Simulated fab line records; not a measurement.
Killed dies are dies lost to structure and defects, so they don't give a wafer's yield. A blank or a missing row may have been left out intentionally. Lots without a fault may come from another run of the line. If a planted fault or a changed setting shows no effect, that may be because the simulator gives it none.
Which tool is to blame? -- flow sky130 -- 13 lots, 39 wafers sampled, at 5 steps of a route of 708

WHAT THE GAUGES READ, wafer by wafer
SKY_NWELL_TW_MEAS_26.
lot,measured,on,NWELL_2_TW
L650,day 5 09:31,film_metro-01,501.8 501.9 499.5
L651,day 5 20:26,film_metro-04,498.5 499.5 499.0
L652,day 5 21:24,film_metro-03,493.8 498.8 498.0
L654,day 6 06:33,film_metro-01,502.4 500.3 500.5
L655,day 6 14:10,film_metro-03,496.5 498.9 496.7
L656,day 7 00:14,film_metro-04,497.1 496.0 494.1
L657,day 7 03:34,film_metro-03,497.3 497.4 497.5
L661,day 8 00:52,film_metro-03,497.8 497.6 498.8
L665,day 9 06:35,film_metro-01,503.9 504.4 503.7
L666,day 9 11:18,film_metro-03,498.9 495.8 499.6
L667,day 9 16:31,film_metro-03,498.2 497.6 496.7
L668,day 9 23:51,film_metro-04,499.6 497.6 498.5
L670,day 10 12:19,film_metro-03,494.1 500.8 497.2

SKY_NWELL_RS_MEAS_29: measures by four-point-probe.
lot,measured,on,NWELL_RS (ohm/sq)
L650,day 5 09:50,film_metro-01,628.6 626.7 625.9
L651,day 5 20:39,film_metro-01,626.4 626.2 626.3
L652,day 5 21:37,film_metro-04,622.4 623.1 623.4
L654,day 6 06:46,film_metro-03,624.4 623.5 624.9
L655,day 6 14:37,film_metro-04,626.9 627.9 627.3
L656,day 7 00:30,film_metro-03,626.0 625.6 624.9
L657,day 7 03:47,film_metro-04,625.2 623.6 625.7
L661,day 8 01:05,film_metro-04,627.4 626.8 626.5
L665,day 9 06:48,film_metro-03,624.4 624.6 626.4
L666,day 9 11:31,film_metro-03,623.8 623.6 625.3
L667,day 9 16:44,film_metro-01,629.2 629.8 631.0
L668,day 10 00:04,film_metro-03,623.9 625.4 622.4
L670,day 10 12:32,film_metro-03,624.7 622.8 623.3

SKY_SONOS_TUNNEL_OVL_MEAS_08.
lot,measured,on,SONOS_TUNNEL_OVL (nm)
L650,day 11 10:53,overlay-01,0.3 0.4 -1.5
L651,day 11 23:35,overlay-02,-0.7 0.3 2.2
L652,day 12 03:38,overlay-01,-5.7 -4.7 -3.2
L654,day 12 14:41,overlay-02,-2.5 -1.4 -4.3
L655,day 13 00:38,overlay-02,0.2 0.0 0.6
L656,day 13 12:38,overlay-02,0.2 -1.9 -0.1
L657,day 13 18:56,overlay-02,0.3 0.5 -1.2
L661,day 14 23:02,overlay-01,0.8 0.5 0.3
L665,day 16 10:41,overlay-01,-1.2 -1.3 -0.8
L666,day 16 18:31,overlay-02,2.8 1.2 0.4
L667,day 17 10:56,overlay-01,287.0 289.0 287.0
L668,day 17 11:41,overlay-01,288.3 288.4 290.8
L670,day 17 20:30,overlay-02,287.8 288.8 287.5

WHICH TOOL RAN EACH LOT (tool, then ch and the chambers of the sampled wafers, then the start)
lot,SKY_FIELD_ISO_CMP_27,SKY_SONOS_TUNNEL_EXPOSE_04
L650,"cmp-02 ch 0,3, day 2 11:08","iline_stepper-02 ch 0, day 10 23:29"
L651,"cmp-01 ch 2,3, day 2 17:05","iline_stepper-01 ch 0, day 11 12:44"
L652,"cmp-02 ch 0,2, day 2 20:46","iline_stepper-01 ch 0, day 11 16:29"
L654,"cmp-02 ch 0,2, day 3 06:32","iline_stepper-01 ch 0, day 12 02:41"
L655,"cmp-02 ch 0,1,3, day 3 11:33","iline_stepper-02 ch 0, day 12 12:02"
L656,"cmp-01 ch 0,1,2, day 3 20:47","iline_stepper-02 ch 0, day 12 23:38"
L657,"cmp-02 ch 2,3, day 3 23:32","iline_stepper-02 ch 0, day 13 06:10"
L661,"cmp-01 ch 1,2,3, day 4 17:35","iline_stepper-02 ch 0, day 14 10:18"
L665,"cmp-02 ch 2,3, day 5 18:35","iline_stepper-02 ch 0, day 15 21:10"
L666,"cmp-01 ch 0,1, day 5 23:00","iline_stepper-02 ch 0, day 16 04:21"
L667,"cmp-02 ch 1,2,3, day 6 03:05","iline_stepper-01 ch 0, day 16 22:01"
L668,"cmp-02 ch 0,1, day 6 08:13","iline_stepper-01 ch 0, day 16 22:30"
L670,"cmp-01 ch 0,1,3, day 6 20:44","iline_stepper-01 ch 0, day 17 08:07"
- SKY_FIELD_ISO_CMP_27: polishes, stops on Si3N4, t overpolish 16 s, target thk 457.8 nm.
- SKY_SONOS_TUNNEL_EXPOSE_04: exposes mask TUNM, target cd 410 nm.

AS READ BY THE TOOLS THEMSELVES (means over the sampled wafers that have a number; for cases with no such wafer, the mark the record gives instead)
SKY_FIELD_ISO_CMP_27.
lot,tool,edge_zone_pressure_frac,motor_current_A (A),overpolish_run_s (s),time_to_endpoint_s (s)
L650,cmp-02,1.000,13.1,15.990,112
L651,cmp-01,1.003,13.2,16.007,112
L652,cmp-02,1.002,11.7,15.994,113
L654,cmp-02,1.001,12.1,15.997,116
L655,cmp-02,1.001,12.2,16.000,116
L656,cmp-01,1.004,12.5,16.004,112
L657,cmp-02,1.000,12.9,15.997,114
L661,cmp-01,1.004,13.1,15.998,111
L665,cmp-02,0.999,13.0,15.998,114
L666,cmp-01,0.998,12.6,16.004,111
L667,cmp-02,1.002,12.7,16.007,114
L668,cmp-02,1.001,12.0,16.006,113
L670,cmp-01,1.000,13.0,15.996,114

THE ANSWER, worked out from the rows above alone
Rule: what is usual is taken from the lots themselves. The widest of any qualifying gaps counts: lots, ordered by their means at a reading, are off when they make up no more than a third of the lots, leave a main group of 4 or more, and stand apart from it by 3 or more times the standard deviation of that group's means. If all means in a main group match to the digits the tables above print for the reading, that group is not used. A lot without any number at a reading at which 4 lots or more have one is off too. All remaining lots with rows at the step are treated as sound. The gauges are gone through in route order, then the tools' own readings, and for those a lot's mean is taken as printed above. At the first step where some lot is off, the reading lying furthest off is the one used; lots without a number count as furthest.
Off: L667, L668, L670, at SKY_SONOS_TUNNEL_OVL_MEAS_08 (SONOS_TUNNEL_OVL). Mean -0.7 nm and standard deviation 1.7 in the main group.
If a tool, at a process step before that reading, ran all the lots that are off and no sound lot after the first of them, it fits. The gauges at SKY_SONOS_TUNNEL_OVL_MEAS_08 are tried like those tools. One fits: iline_stepper-01 at SKY_SONOS_TUNNEL_EXPOSE_04. Its last sound lot is L654 (day 12 02:41), its first lot that is off L667 (day 16 22:01): a fault that began between those two fits.

WHAT THE SIMULATOR HAD PUT IN
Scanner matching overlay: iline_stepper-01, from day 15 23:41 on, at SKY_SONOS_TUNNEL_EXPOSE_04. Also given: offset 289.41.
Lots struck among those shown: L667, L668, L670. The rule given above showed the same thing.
